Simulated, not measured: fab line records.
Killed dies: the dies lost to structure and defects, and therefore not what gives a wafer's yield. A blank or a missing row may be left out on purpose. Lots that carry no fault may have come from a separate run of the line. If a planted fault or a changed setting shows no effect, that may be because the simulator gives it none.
Which of the tools did it?    flow gf180mcu    Sampling: 24 lots, 72 wafers, 6 of 602 route steps

WHAT THE GAUGES SHOWED, per wafer
GF_DUAL_GATE_THK_MEAS_03.
lot   measured      on            DUAL_GATE_OXIDATION_00_THK (nm)
L074  day 7 14:31   filmMetro-04  10.91 11.10 10.93
L075  day 7 21:56   filmMetro-01  10.66 10.59 10.58
L076  day 8 02:06   filmMetro-01  11.07 11.08 11.05
L077  day 8 12:40   filmMetro-02  11.02 11.01 10.95
L078  day 8 18:49   filmMetro-01  10.95 10.87 10.81
L079  day 8 23:53   filmMetro-02  10.86 10.77 10.79
L080  day 9 05:29   filmMetro-02  11.22 10.99 11.17
L081  day 9 12:43   filmMetro-02  10.52 10.41 10.73
L082  day 9 18:41   filmMetro-02  10.58 10.82 10.73
L083  day 10 04:53  filmMetro-02  10.86 10.85 10.91
L084  day 10 10:19  filmMetro-02  10.91 10.73 10.76
L085  day 10 15:16  filmMetro-02  10.80 10.85 10.84
L086  day 10 22:24  filmMetro-02  11.13 11.00 11.14
L087  day 11 12:32  filmMetro-04  11.15 11.17 11.25
L088  day 11 15:42  filmMetro-01  11.12 11.26 11.04
L089  day 11 19:09  filmMetro-04  11.33 11.10 11.06
L090  day 12 06:43  filmMetro-01  10.73 10.56 10.84
L091  day 12 15:06  filmMetro-02  11.07 11.03 11.30
L092  day 12 20:32  filmMetro-04  10.97 11.09 11.08
L093  day 13 02:22  filmMetro-04  11.09 11.02 11.02
L094  day 13 06:35  filmMetro-01  11.08 11.09 11.26
L095  day 13 15:31  filmMetro-02  10.96 11.03 11.05
L096  day 13 20:38  filmMetro-04  10.79 10.73 10.84
L097  day 14 04:07  filmMetro-04  10.76 11.00 11.12

GF_V1_BOW_MEAS_05.
lot   measured      on            V1_BOW (um)
L074  day 17 00:22  filmMetro-02  77 76 77
L075  day 17 12:38  filmMetro-02  66 77 83
L076  day 17 18:05  filmMetro-01  82 65 69
L077  day 18 07:07  filmMetro-02  88 74 87
L078  day 18 16:53  filmMetro-01  75 80 74
L079  day 19 00:51  filmMetro-02  75 78 72
L080  day 19 05:50  filmMetro-04  92 75 83
L081  day 19 16:54  filmMetro-04  69 91 88
L082  day 19 21:46  filmMetro-01  82 70 83
L083  day 20 14:01  filmMetro-04  94 87 95
L084  day 20 20:58  filmMetro-02  84 88 95
L085  day 21 04:56  filmMetro-01  76 79 87
L086  day 21 16:37  filmMetro-04  82 77 89
L087  day 22 08:29  filmMetro-02  88 83 90
L088  day 22 10:59  filmMetro-02  98 87 96
L089  day 22 15:30  filmMetro-02  95 89 92
L090  day 23 07:05  filmMetro-02  82 81 84
L091  day 23 12:51  filmMetro-02  86 89 84
L092  day 23 18:23  filmMetro-04  69 74 91
L093  day 24 03:05  filmMetro-02  79 81 79
L094  day 24 08:44  filmMetro-04  80 72 73
L095  day 24 18:42  filmMetro-04  92 80 85
L096  day 24 22:36  filmMetro-04  73 75 78
L097  day 25 06:34  filmMetro-04  95 83 79

GF_V4_THK_MEAS_01.
lot   measured      on            V4_CVD_00_THK (nm)
L074  day 23 08:01  filmMetro-04  594 603 591
L075  day 23 19:00  filmMetro-04  599 600 601
L076  day 24 00:22  filmMetro-04  591 606 591
L077  day 24 13:08  filmMetro-01  592 604 599
L078  day 24 21:37  filmMetro-04  616 610 604
L079  day 25 04:54  filmMetro-04  601 606 607
L080  day 25 10:26  filmMetro-04  602 594 600
L081  day 25 18:35  filmMetro-04  611 602 615
L082  day 25 22:21  filmMetro-04  599 610 614
L083  day 26 14:46  filmMetro-04  598 605 608
L084  day 26 19:54  filmMetro-01  588 600 595
L085  day 27 01:57  filmMetro-01  610 599 608
L086  day 27 12:55  filmMetro-01  604 609 603
L087  day 28 01:32  filmMetro-01  599 606 607
L088  day 28 03:50  filmMetro-01  603 598 610
L089  day 28 08:10  filmMetro-01  606 599 599
L090  day 28 21:19  filmMetro-04  612 600 615
L091  day 29 02:31  filmMetro-01  603 599 599
L092  day 29 08:25  filmMetro-04  609 609 604
L093  day 29 14:56  filmMetro-01  605 601 602
L094  day 29 20:18  filmMetro-04  601 602 605
L095  day 30 02:49  filmMetro-01  595 606 604
L096  day 30 07:46  filmMetro-04  595 596 604
L097  day 30 13:51  filmMetro-04  596 609 614

WHAT TOOL EACH LOT RAN ON (gives the tool, then ch and the chambers of the sampled wafers, and finally the start)
lot   GF_V1_ETCH_17                                 GF_M2_SPUTTER_00             GF_M4_SPUTTER_00
L074  rieDiel-03 ch 0,2,3, day 18 00:29 or earlier  pvdSputter-02, day 18 00:29  pvdSputter-02, day 22 07:39
L075  rieDiel-01 ch 0,3, day 18 12:53 or earlier    pvdSputter-02, day 18 12:53  pvdSputter-02, day 22 18:53
L076  rieDiel-03 ch 1,2,3, day 18 18:32 or earlier  pvdSputter-04, day 18 18:32  pvdSputter-02, day 23 00:40
L077  rieDiel-04 ch 0,1, day 19 08:47 or earlier    pvdSputter-02, day 19 08:47  pvdSputter-02, day 23 13:17
L078  rieDiel-04 ch 0,1,3, day 19 18:18 or earlier  pvdSputter-03, day 19 18:18  pvdSputter-02, day 23 21:46
L079  rieDiel-01 ch 0,1,2, day 20 02:08 or earlier  pvdSputter-02, day 20 02:08  pvdSputter-04, day 24 05:55
L080  rieDiel-03 ch 0,1,2, day 20 06:57 or earlier  pvdSputter-02, day 20 06:57  pvdSputter-02, day 24 11:44
L081  rieDiel-01 ch 0,1,3, day 20 17:53 or earlier  pvdSputter-04, day 20 17:53  pvdSputter-03, day 24 19:20
L082  rieDiel-03 ch 0,1, day 20 23:07 or earlier    pvdSputter-04, day 20 23:07  pvdSputter-04, day 25 00:17
L083  rieDiel-01 ch 0,2, day 21 15:40 or earlier    pvdSputter-04, day 21 15:40  pvdSputter-02, day 25 16:47
L084  rieDiel-01 ch 1,2,3, day 21 23:14 or earlier  pvdSputter-02, day 21 23:14  pvdSputter-02, day 25 22:23
L085  rieDiel-04 ch 2,3, day 22 06:11 or earlier    pvdSputter-04, day 22 06:11  pvdSputter-04, day 26 04:07
L086  rieDiel-04 ch 2,3, day 22 17:43 or earlier    pvdSputter-03, day 22 17:43  pvdSputter-02, day 26 15:36
L087  rieDiel-04 ch 1,2, day 23 09:09 or earlier    pvdSputter-02, day 23 09:09  pvdSputter-02, day 27 04:49
L088  rieDiel-04 ch 1,2,3, day 23 11:47 or earlier  pvdSputter-03, day 23 11:47  pvdSputter-04, day 27 06:58
L089  rieDiel-03 ch 0,2,3, day 23 15:48 or earlier  pvdSputter-04, day 23 15:48  pvdSputter-04, day 27 11:52
L090  rieDiel-01 ch 0,1,2, day 24 07:39 or earlier  pvdSputter-03, day 24 07:39  pvdSputter-04, day 27 23:35
L091  rieDiel-04 ch 2,3, day 24 12:36 or earlier    pvdSputter-04, day 24 12:36  pvdSputter-03, day 28 05:53
L092  rieDiel-04 ch 0,3, day 24 18:29 or earlier    pvdSputter-04, day 24 18:29  pvdSputter-03, day 28 12:22
L093  rieDiel-04 ch 2,3, day 25 01:53 or earlier    pvdSputter-04, day 25 01:53  pvdSputter-04, day 28 18:12
L094  rieDiel-03 ch 0,1,2, day 25 07:46 or earlier  pvdSputter-02, day 25 07:46  pvdSputter-04, day 28 23:51
L095  rieDiel-01 ch 0,1,3, day 25 17:17 or earlier  pvdSputter-04, day 25 17:17  pvdSputter-04, day 29 06:57
L096  rieDiel-04 ch 1,2,3, day 25 21:31 or earlier  pvdSputter-02, day 25 21:31  pvdSputter-02, day 29 12:04
L097  rieDiel-03 ch 0,2,3, day 26 05:41 or earlier  pvdSputter-02, day 26 05:41  pvdSputter-03, day 29 18:29
- GF_V1_ETCH_17: etches SiO2 in C4F8/O2/Ar, stops on TiN, target depth 630 nm.
- GF_M2_SPUTTER_00: material Ti, target thk 37.5 nm, time 150 s.
- GF_M4_SPUTTER_00: material Ti, target thk 37.5 nm, time 150 s.

WHAT THE TOOLS THEMSELVES READ (means of the sampled wafers that have a number; where no wafer has one, the mark that the record gives instead)
GF_V1_ETCH_17.
lot   tool        oesProductAu (a.u.)
L074  rieDiel-03  0.851
L075  rieDiel-01  0.856
L076  rieDiel-03  0.854
L077  rieDiel-04  0.859
L078  rieDiel-04  0.853
L079  rieDiel-01  0.856
L080  rieDiel-03  0.858
L081  rieDiel-01  0.853
L082  rieDiel-03  0.854
L083  rieDiel-01  0.855
L084  rieDiel-01  0.855
L085  rieDiel-04  0.852
L086  rieDiel-04  0.857
L087  rieDiel-04  0.853
L088  rieDiel-04  0.857
L089  rieDiel-03  0.860
L090  rieDiel-01  0.853
L091  rieDiel-04  0.852
L092  rieDiel-04  0.854
L093  rieDiel-04  0.852
L094  rieDiel-03  0.855
L095  rieDiel-01  0.853
L096  rieDiel-04  0.853
L097  rieDiel-03  0.859

GF_M2_SPUTTER_00.
lot   tool           throttleValvePct (%)
L074  pvdSputter-02  30.2
L075  pvdSputter-02  29.7
L076  pvdSputter-04  29.8
L077  pvdSputter-02  30.4
L078  pvdSputter-03  30.2
L079  pvdSputter-02  30.6
L080  pvdSputter-02  30.0
L081  pvdSputter-04  30.0
L082  pvdSputter-04  30.2
L083  pvdSputter-04  30.3
L084  pvdSputter-02  30.6
L085  pvdSputter-04  30.2
L086  pvdSputter-03  31.1
L087  pvdSputter-02  29.6
L088  pvdSputter-03  30.2
L089  pvdSputter-04  29.4
L090  pvdSputter-03  29.3
L091  pvdSputter-04  29.1
L092  pvdSputter-04  30.3
L093  pvdSputter-04  29.6
L094  pvdSputter-02  29.9
L095  pvdSputter-04  29.7
L096  pvdSputter-02  29.0
L097  pvdSputter-02  29.7

GF_M4_SPUTTER_00.
lot   tool           throttleValvePct (%)
L074  pvdSputter-02  30.4
L075  pvdSputter-02  30.0
L076  pvdSputter-02  30.2
L077  pvdSputter-02  30.4
L078  pvdSputter-02  29.8
L079  pvdSputter-04  30.3
L080  pvdSputter-02  29.9
L081  pvdSputter-03  29.5
L082  pvdSputter-04  30.7
L083  pvdSputter-02  29.6
L084  pvdSputter-02  29.5
L085  pvdSputter-04  29.7
L086  pvdSputter-02  30.0
L087  pvdSputter-02  30.9
L088  pvdSputter-04  30.1
L089  pvdSputter-04  29.9
L090  pvdSputter-04  30.3
L091  pvdSputter-03  30.1
L092  pvdSputter-03  31.1
L093  pvdSputter-04  29.5
L094  pvdSputter-04  30.5
L095  pvdSputter-04  30.3
L096  pvdSputter-02  29.5
L097  pvdSputter-03  29.9

THE ANSWER, worked out from the rows above alone
Rule: the lots themselves supply what counts as usual. The widest of any qualifying gaps counts: lots, ordered by their means at a reading, are off when they make up no more than a third of the lots, leave a main group of 4 or more, and stand apart from it by 3 or more times the standard deviation of that group's means. A main group is skipped when, at the precision printed for the reading in the tables above, its means are all equal. A lot without any number at a reading at which 4 lots or more have one is off too. Where the step has rows for the other lots, those lots are counted as sound. The gauges are gone through in route order, then the tools' own readings, and for those a lot's mean is taken as printed above. The first step at which some lot is off is used, and at that step the reading that is off furthest; a lot without a number counts as furthest.
Nothing can be told from this: no lot is off at any reading shown.

WHAT THE SIMULATOR HAD INSERTED
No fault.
